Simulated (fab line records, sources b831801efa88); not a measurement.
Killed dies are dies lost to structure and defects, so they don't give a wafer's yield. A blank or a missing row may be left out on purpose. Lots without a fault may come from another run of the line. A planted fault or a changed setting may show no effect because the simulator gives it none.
Chamber matching | flow gf180mcu | GF_V2_CVD_02 on pecvd-02: 3 sister chambers
The step deposits SiO2 from TEOS, target thk 850 nm, time 94.851 s. 3 wafers are shown with their chamber, then 7 later ones without.

WAFERS WITH THEIR CHAMBER
wafer  | chamber | rf_fwd_power_W (W)
L204.3 | 1       | 595.1
L205.1 | 2       | 595.6
L205.4 | 0       | 598.2

WAFERS WITHOUT THEIR CHAMBER
wafer  | rf_fwd_power_W (W)
L205.6 | 596.0
L208.2 | 594.6
L208.4 | 597.1
L208.6 | 594.7
L211.1 | 594.3
L211.3 | 596.1
L211.6 | 597.6

WHICH CHAMBER EACH WENT THROUGH
wafer  | from the rows above          | in truth
L205.6 | can't be placed: 2 or 1      | 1
L208.2 | can't be placed: 1 or 2      | 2
L208.4 | can't be placed: 0 or 2 or 1 | 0
L208.6 | can't be placed: 1 or 2      | 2
L211.1 | can't be placed: 1 or 2      | 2
L211.3 | can't be placed: 2 or 1      | 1
L211.6 | 0                            | 0
Placed correctly: 1 of 7. Can't be placed from these rows: 6 (the true chamber is among the candidates in 6). Placed wrongly: 0.
How it was worked out, from the rows above alone: a wafer's distance from a chamber is the root of the sum, over the readings, of the square of ((its reading less the chamber's mean) divided by the reading's scatter). The wafer belongs to the nearest chamber; if the next one is less than 2 further off, it can't be placed. A chamber's mean is the mean of its shown wafers. The scatter: with one shown wafer a chamber, the root of the mean of the squares of how far each hidden wafer lies from its nearest shown one.
